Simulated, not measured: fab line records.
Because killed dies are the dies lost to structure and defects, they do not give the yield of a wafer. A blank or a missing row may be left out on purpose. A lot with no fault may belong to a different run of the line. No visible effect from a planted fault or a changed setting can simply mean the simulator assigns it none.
Which tool did it? + flow sky130 + 72 wafers from 24 lots sampled at 5 of the route's 708 steps

## WHAT THE GAUGES SHOWED, per wafer
SKY_LDD_P_CD_MEAS_07 targets a cd of 380 nm. Usual: cd_nm 380.5 nm, standard deviation 2.6.
| lot  | measured     | on        | cd_nm (nm)        | flag |
|------|--------------|-----------|-------------------|------|
| L075 | day 18 17:56 | cd_sem-02 | 375.9 378.9 380.4 |      |
| L074 | day 18 18:10 | cd_sem-02 | 377.3 382.4 381.9 |      |
| L076 | day 19 11:25 | cd_sem-01 | 382.5 380.3 380.5 |      |
| L077 | day 20 10:31 | cd_sem-01 | 375.3 375.9 376.3 |      |
| L078 | day 20 17:51 | cd_sem-01 | 382.9 381.3 381.0 |      |
| L080 | day 21 08:11 | cd_sem-02 | 381.6 380.2 379.2 |      |
| L079 | day 21 09:47 | cd_sem-01 | 383.2 383.0 380.3 |      |
| L081 | day 21 16:08 | cd_sem-02 | 381.1 378.4 380.3 |      |
| L082 | day 21 22:03 | cd_sem-02 | 378.8 380.4 380.0 |      |
| L083 | day 22 10:31 | cd_sem-01 | 379.8 381.9 383.8 |      |
| L084 | day 23 00:13 | cd_sem-02 | 381.5 383.0 382.4 |      |
| L085 | day 23 01:03 | cd_sem-01 | 380.8 378.7 382.4 |      |
| L086 | day 23 15:00 | cd_sem-01 | 378.5 378.2 376.8 |      |
| L087 | day 23 21:28 | cd_sem-02 | 377.0 375.9 375.5 |      |
| L088 | day 24 05:01 | cd_sem-02 | 384.1 383.2 383.8 |      |
| L089 | day 24 06:35 | cd_sem-01 | 382.3 381.5 382.1 |      |
| L090 | day 24 17:33 | cd_sem-02 | 381.2 379.2 381.4 |      |
| L091 | day 24 23:37 | cd_sem-01 | 386.7 389.1 386.1 |      |
| L092 | day 25 15:10 | cd_sem-01 | 381.4 380.0 383.9 |      |
| L093 | day 26 16:04 | cd_sem-01 | 377.9 380.7 378.0 |      |
| L096 | day 27 01:45 | cd_sem-02 | 378.5 378.2 377.7 |      |
| L095 | day 27 03:35 | cd_sem-01 | 381.9 383.8 380.9 |      |
| L094 | day 27 03:46 | cd_sem-01 | 381.9 380.8 383.1 |      |
| L097 | day 27 09:07 | cd_sem-02 | 382.3 378.1 379.9 |      |

SKY_LI_CONTACT_BOW_MEAS_03. Usual: LI_CONTACT_BOW 55 um, standard deviation 7.2.
| lot  | measured     | on            | LI_CONTACT_BOW (um) | flag |
|------|--------------|---------------|---------------------|------|
| L075 | day 27 13:49 | film_metro-02 | 62 65 54            |      |
| L074 | day 27 15:55 | film_metro-03 | 49 55 53            |      |
| L076 | day 28 09:29 | film_metro-01 | 54 61 59            |      |
| L077 | day 29 05:20 | film_metro-02 | 58 59 59            |      |
| L078 | day 29 13:38 | film_metro-03 | 61 59 58            |      |
| L080 | day 30 01:04 | film_metro-02 | 60 60 56            |      |
| L079 | day 30 02:57 | film_metro-01 | 46 61 45            |      |
| L081 | day 30 10:07 | film_metro-03 | 44 53 51            |      |
| L082 | day 30 12:50 | film_metro-03 | 60 54 57            |      |
| L083 | day 31 01:43 | film_metro-01 | 56 47 58            |      |
| L084 | day 31 14:46 | film_metro-03 | 45 64 59            |      |
| L085 | day 31 16:38 | film_metro-02 | 47 44 71            |      |
| L086 | day 32 02:06 | film_metro-01 | 48 49 55            |      |
| L087 | day 32 10:25 | film_metro-02 | 58 56 50            |      |
| L088 | day 32 15:05 | film_metro-03 | 48 49 51            |      |
| L089 | day 32 16:29 | film_metro-03 | 49 54 57            |      |
| L090 | day 33 03:28 | film_metro-03 | 55 68 48            |      |
| L091 | day 33 09:15 | film_metro-03 | 51 38 54            |      |
| L092 | day 33 22:40 | film_metro-02 | 49 60 52            |      |
| L093 | day 34 21:00 | film_metro-02 | 61 60 73            |      |
| L096 | day 35 05:44 | film_metro-01 | 53 54 59            |      |
| L095 | day 35 05:04 | film_metro-01 | 60 48 40            |      |
| L094 | day 35 09:14 | film_metro-02 | 55 48 52            |      |
| L097 | day 35 12:16 | film_metro-01 | 56 60 63            |      |

SKY_VIA2_BOW_MEAS_03. Usual: VIA2_BOW 85 um, standard deviation 7.8.
| lot  | measured     | on            | VIA2_BOW (um) | flag |
|------|--------------|---------------|---------------|------|
| L075 | day 34 18:50 | film_metro-01 | 98 100 88     |      |
| L074 | day 34 23:12 | film_metro-01 | 78 84 82      |      |
| L076 | day 35 13:38 | film_metro-01 | 87 93 90      |      |
| L077 | day 36 08:23 | film_metro-03 | 86 88 90      |      |
| L078 | day 36 16:23 | film_metro-03 | 91 90 87      |      |
| L080 | day 37 02:36 | film_metro-04 | 89 91 85      |      |
| L079 | day 37 03:28 | film_metro-04 | 81 98 82      |      |
| L081 | day 37 08:49 | film_metro-04 | 72 81 78      |      |
| L082 | day 37 12:46 | film_metro-04 | 94 89 91      |      |
| L083 | day 38 01:06 | film_metro-04 | 86 77 88      |      |
| L084 | day 38 12:43 | film_metro-03 | 74 91 88      |      |
| L085 | day 38 13:41 | film_metro-01 | 80 75 102     |      |
| L086 | day 39 00:41 | film_metro-04 | 79 80 86      |      |
| L087 | day 39 06:30 | film_metro-03 | 90 87 83      |      |
| L088 | day 39 11:25 | film_metro-03 | 80 80 82      |      |
| L089 | day 39 12:22 | film_metro-01 | 79 81 86      |      |
| L090 | day 39 21:35 | film_metro-04 | 84 98 79      |      |
| L091 | day 40 04:11 | film_metro-01 | 82 68 85      |      |
| L092 | day 40 16:41 | film_metro-04 | 80 93 83      |      |
| L093 | day 41 13:42 | film_metro-01 | 91 91 107     |      |
| L096 | day 41 22:22 | film_metro-01 | 80 83 88      |      |
| L095 | day 41 21:28 | film_metro-01 | 86 74 65      |      |
| L094 | day 42 00:23 | film_metro-04 | 87 78 83      |      |
| L097 | day 42 04:38 | film_metro-04 | 86 89 92      |      |

## EACH LOT AND THE TOOL THAT RAN IT (in order: tool; ch and the chambers of the sampled wafers; start)
| lot  | SKY_LOCAL_INTERCONNECT_METAL_ETCH_14 | SKY_METAL2_METAL_ETCH_19          |
|------|--------------------------------------|-----------------------------------|
| L075 | rie_metal-01 ch 0,1, day 30 00:32    | rie_metal-01 ch 0, day 34 17:35   |
| L074 | rie_metal-04 ch 0,1, day 30 02:50    | rie_metal-03 ch 0,1, day 34 22:00 |
| L076 | rie_metal-02 ch 0, day 30 19:16      | rie_metal-04 ch 0, day 35 12:25   |
| L077 | rie_metal-02 ch 0,1, day 31 14:41    | rie_metal-03 ch 0,1, day 36 07:04 |
| L078 | rie_metal-04 ch 0,1, day 31 22:31    | rie_metal-03 ch 0,1, day 36 15:13 |
| L080 | rie_metal-02 ch 0,1, day 32 09:28    | rie_metal-03 ch 0,1, day 37 01:25 |
| L079 | rie_metal-02 ch 0,1, day 32 10:36    | rie_metal-01 ch 0,1, day 37 02:17 |
| L081 | rie_metal-01 ch 0,1, day 32 18:11    | rie_metal-01 ch 0,1, day 37 07:37 |
| L082 | rie_metal-04 ch 0,1, day 32 20:52    | rie_metal-04 ch 0,1, day 37 11:33 |
| L083 | rie_metal-02 ch 0,1, day 33 08:34    | rie_metal-03 ch 0,1, day 37 23:55 |
| L084 | rie_metal-01 ch 0, day 33 21:13      | rie_metal-04 ch 0,1, day 38 11:27 |
| L085 | rie_metal-04 ch 0,1, day 33 21:56    | rie_metal-03 ch 0,1, day 38 12:30 |
| L086 | rie_metal-02 ch 0,1, day 34 09:59    | rie_metal-01 ch 0,1, day 38 23:30 |
| L087 | rie_metal-04 ch 0,1, day 34 16:31    | rie_metal-01 ch 0,1, day 39 05:15 |
| L088 | rie_metal-01 ch 0,1, day 34 21:37    | rie_metal-04 ch 0,1, day 39 10:15 |
| L089 | rie_metal-02 ch 0, day 34 22:40      | rie_metal-03 ch 0,1, day 39 11:10 |
| L090 | rie_metal-04 ch 0,1, day 35 09:05    | rie_metal-04 ch 0,1, day 39 20:25 |
| L091 | rie_metal-04 ch 0,1, day 35 14:50    | rie_metal-01 ch 0,1, day 40 03:01 |
| L092 | rie_metal-02 ch 0,1, day 36 04:58    | rie_metal-01 ch 0,1, day 40 15:30 |
| L093 | rie_metal-02 ch 0,1, day 37 03:29    | rie_metal-03 ch 0,1, day 41 12:30 |
| L096 | rie_metal-02 ch 1, day 37 11:56      | rie_metal-01 ch 0,1, day 41 21:12 |
| L095 | rie_metal-02 ch 1, day 37 11:01      | rie_metal-04 ch 0,1, day 41 20:16 |
| L094 | rie_metal-04 ch 0,1, day 37 14:41    | rie_metal-01 ch 0,1, day 41 23:13 |
| L097 | rie_metal-04 ch 0,1, day 37 18:08    | rie_metal-04 ch 0,1, day 42 03:25 |
- SKY_LOCAL_INTERCONNECT_METAL_ETCH_14: etches TiN in Cl2/BCl3, stops on PSG, target depth 110 nm, time 31.4 s.
- SKY_METAL2_METAL_ETCH_19: etches the open film in Cl2/BCl3, stops on SiO2, target depth 360 nm, time 78 s.

## WHAT THE TOOLS THEMSELVES READ (means of the sampled wafers that have a number; where no wafer has one, the mark that the record gives instead)
SKY_LOCAL_INTERCONNECT_METAL_ETCH_14. Usual: drypump_motor_current_A 5.87 A, standard deviation 0.26; mfc_cl2_sccm 59.98 sccm, standard deviation 0.17; oes_product_au 0.945 a.u., standard deviation 0.008; throttle_valve_pct 21.898 %, standard deviation 0.0098.
| lot  | tool         | drypump_motor_current_A (A) | mfc_cl2_sccm (sccm) | oes_product_au (a.u.) | throttle_valve_pct (%) | flag |
|------|--------------|-----------------------------|---------------------|-----------------------|------------------------|------|
| L075 | rie_metal-01 | 5.68                        | 60.02               | 0.944                 | 21.907                 |      |
| L074 | rie_metal-04 | 5.96                        | 59.96               | 0.945                 | 21.899                 |      |
| L076 | rie_metal-02 | 5.70                        | 60.09               | 0.954                 | 21.898                 |      |
| L077 | rie_metal-02 | 5.83                        | 59.62               | 0.938                 | 21.910                 |      |
| L078 | rie_metal-04 | 5.97                        | 59.77               | 0.943                 | 21.905                 |      |
| L080 | rie_metal-02 | 5.81                        | 60.04               | 0.944                 | 21.904                 |      |
| L079 | rie_metal-02 | 5.98                        | 60.20               | 0.941                 | 21.901                 |      |
| L081 | rie_metal-01 | 5.71                        | 60.00               | 0.947                 | 21.898                 |      |
| L082 | rie_metal-04 | 5.97                        | 59.83               | 0.946                 | 21.898                 |      |
| L083 | rie_metal-02 | 6.00                        | 60.03               | 0.943                 | 21.912                 |      |
| L084 | rie_metal-01 | 5.66                        | 60.23               | 0.945                 | 21.903                 |      |
| L085 | rie_metal-04 | 5.76                        | 60.02               | 0.939                 | 21.895                 |      |
| L086 | rie_metal-02 | 5.99                        | 59.98               | 0.938                 | 21.890                 |      |
| L087 | rie_metal-04 | 5.96                        | 60.00               | 0.955                 | 21.893                 |      |
| L088 | rie_metal-01 | 5.70                        | 59.98               | 0.946                 | 21.899                 |      |
| L089 | rie_metal-02 | 5.69                        | 60.11               | 0.934                 | 21.905                 |      |
| L090 | rie_metal-04 | 5.77                        | 59.97               | 0.946                 | 21.892                 |      |
| L091 | rie_metal-04 | 5.76                        | 59.78               | 0.952                 | 21.894                 |      |
| L092 | rie_metal-02 | 5.94                        | 59.94               | 0.945                 | 21.905                 |      |
| L093 | rie_metal-02 | 6.00                        | 59.93               | 0.960                 | 21.886                 |      |
| L096 | rie_metal-02 | 6.10                        | 60.04               | 0.946                 | 21.908                 |      |
| L095 | rie_metal-02 | 6.18                        | 59.86               | 0.953                 | 21.886                 |      |
| L094 | rie_metal-04 | 5.97                        | 59.98               | 0.937                 | 21.897                 |      |
| L097 | rie_metal-04 | 5.75                        | 60.02               | 0.937                 | 21.898                 |      |

SKY_METAL2_METAL_ETCH_19. Usual: drypump_motor_current_A 5.71 A, standard deviation 0.23; mfc_cl2_sccm 59.99 sccm, standard deviation 0.17; oes_product_au 0.853 a.u., standard deviation 0.0062; throttle_valve_pct 22.263 %, standard deviation 0.009.
| lot  | tool         | drypump_motor_current_A (A) | mfc_cl2_sccm (sccm) | oes_product_au (a.u.) | throttle_valve_pct (%) | flag |
|------|--------------|-----------------------------|---------------------|-----------------------|------------------------|------|
| L075 | rie_metal-01 | 5.67                        | 59.88               | 0.860                 | 22.264                 |      |
| L074 | rie_metal-03 | 5.53                        | 59.88               | 0.847                 | 22.264                 |      |
| L076 | rie_metal-04 | 6.17                        | 60.07               | 0.859                 | 22.264                 |      |
| L077 | rie_metal-03 | 5.65                        | 59.85               | 0.851                 | 22.260                 |      |
| L078 | rie_metal-03 | 5.66                        | 59.95               | 0.854                 | 22.265                 |      |
| L080 | rie_metal-03 | 5.51                        | 60.02               | 0.849                 | 22.272                 |      |
| L079 | rie_metal-01 | 5.71                        | 59.90               | 0.851                 | 22.260                 |      |
| L081 | rie_metal-01 | 5.72                        | 59.82               | 0.850                 | 22.258                 |      |
| L082 | rie_metal-04 | 5.96                        | 60.04               | 0.856                 | 22.260                 |      |
| L083 | rie_metal-03 | 5.50                        | 59.88               | 0.856                 | 22.258                 |      |
| L084 | rie_metal-04 | 5.75                        | 60.03               | 0.851                 | 22.271                 |      |
| L085 | rie_metal-03 | 5.53                        | 59.92               | 0.851                 | 22.269                 |      |
| L086 | rie_metal-01 | 5.73                        | 60.03               | 0.854                 | 22.261                 |      |
| L087 | rie_metal-01 | 5.71                        | 60.07               | 0.860                 | 22.261                 |      |
| L088 | rie_metal-04 | 5.78                        | 60.05               | 0.855                 | 22.257                 |      |
| L089 | rie_metal-03 | 5.64                        | 59.87               | 0.858                 | 22.264                 |      |
| L090 | rie_metal-04 | 5.74                        | 59.92               | 0.858                 | 22.270                 |      |
| L091 | rie_metal-01 | 5.75                        | 59.96               | 0.852                 | 22.267                 |      |
| L092 | rie_metal-01 | 5.72                        | 59.88               | 0.853                 | 22.258                 |      |
| L093 | rie_metal-03 | 5.52                        | 60.04               | 0.859                 | 22.271                 |      |
| L096 | rie_metal-01 | 5.71                        | 59.90               | 0.848                 | 22.256                 |      |
| L095 | rie_metal-04 | 5.97                        | 60.15               | 0.846                 | 22.268                 |      |
| L094 | rie_metal-01 | 5.73                        | 60.07               | 0.851                 | 22.261                 |      |
| L097 | rie_metal-04 | 5.97                        | 59.98               | 0.854                 | 22.268                 |      |

## THE ANSWER, worked out from the rows above alone
Rule: a lot counts as off when the mean over its wafers that have a number is more than 3 standard deviations away from the usual mean. A lot without any number at a reading at which 4 lots or more have one is off too. The other lots that the step has rows for count as sound. After the gauges, taken in route order, come the tools' own readings; for these a lot's mean is taken, as printed above. At the first step where some lot is off, the reading lying furthest off is the one used; lots without a number count as furthest.
No lot is off at any reading shown: from this, nothing can be told.

## WHAT THE SIMULATOR PUT IN
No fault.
